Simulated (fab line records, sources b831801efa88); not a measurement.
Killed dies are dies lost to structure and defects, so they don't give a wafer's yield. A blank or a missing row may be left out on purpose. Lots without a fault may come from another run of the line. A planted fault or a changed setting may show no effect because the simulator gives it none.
A sampling plan put to the test | flow gf180mcu | one fab line, 6 faults that these records tell of, each judged on the records of the lots that it struck
The plan is the line's own looks: the steps of the route at which a gauge or an inspection reads the wafer and doesn't change it. A look can be judged if struck wafers have a number there and the file gives its usual mean and standard deviation on fault-free wafers. Caught: at a look after the fault's first step, the mean of the struck wafers lies 4 or more of those standard deviations (sigma) from the usual mean. On the tool: the same test on the tool's own readings at the fault's steps. Another recipe on the struck wafers, or a record that is blank for them alone, also counts as caught.

THE FAULTS, as the simulator had put them in
1. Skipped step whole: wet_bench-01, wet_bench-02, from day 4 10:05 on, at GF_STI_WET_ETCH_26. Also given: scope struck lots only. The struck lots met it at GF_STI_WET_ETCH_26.
2. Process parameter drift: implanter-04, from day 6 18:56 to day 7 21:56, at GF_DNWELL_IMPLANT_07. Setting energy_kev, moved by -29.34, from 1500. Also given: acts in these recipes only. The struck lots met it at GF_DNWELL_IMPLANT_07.
3. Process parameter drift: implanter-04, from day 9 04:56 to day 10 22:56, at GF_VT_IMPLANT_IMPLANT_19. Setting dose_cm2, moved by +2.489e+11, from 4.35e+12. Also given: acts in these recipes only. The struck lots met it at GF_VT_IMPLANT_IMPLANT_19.
4. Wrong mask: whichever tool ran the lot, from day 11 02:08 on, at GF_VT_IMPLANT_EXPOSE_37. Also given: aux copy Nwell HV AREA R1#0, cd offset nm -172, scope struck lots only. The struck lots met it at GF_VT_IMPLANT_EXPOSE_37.
5. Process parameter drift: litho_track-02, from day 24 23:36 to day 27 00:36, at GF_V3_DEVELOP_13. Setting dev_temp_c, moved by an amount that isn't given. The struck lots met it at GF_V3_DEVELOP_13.
6. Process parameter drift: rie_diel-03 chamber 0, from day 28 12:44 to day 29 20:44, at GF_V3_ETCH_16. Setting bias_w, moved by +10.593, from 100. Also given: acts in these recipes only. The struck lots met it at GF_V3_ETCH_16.

WHAT THE PLAN SAW
fault | on the tool itself                               | first look that catches it                      | reading, sigma | median hours from its first step to that look | hours from the fault's start to the first struck lot there | judged looks passed uncaught
1     | the tool's record is blank for the struck wafers | none of the 2 looks that can be judged after it | -              | -                                             | -                                                          | 2
2     | beam_energy_keV -66 sigma                        | none of the 2 looks that can be judged after it | -              | -                                             | -                                                          | 2
3     | dose_ions_cm2 +60 sigma                          | none of the 3 looks that can be judged after it | -              | -                                             | -                                                          | 3
4     | under 2 sigma                                    | not the one look that can be judged after it    | -              | -                                             | -                                                          | 1
5     | developer_temp_C -22 sigma                       | no look after it can be judged                  | -              | -                                             | -                                                          | 0
6     | bias_w +38 sigma                                 | no look after it can be judged                  | -              | -                                             | -                                                          | 0
A dash: the fault isn't caught, or these records don't give the number.

Caught at a look: 0 of 6. Caught on the tool: 5 of 6. By one or the other: 5 of 6.
Caught on the tool alone: faults 1, 2, 3, 5, 6.
Caught by neither: fault 4.
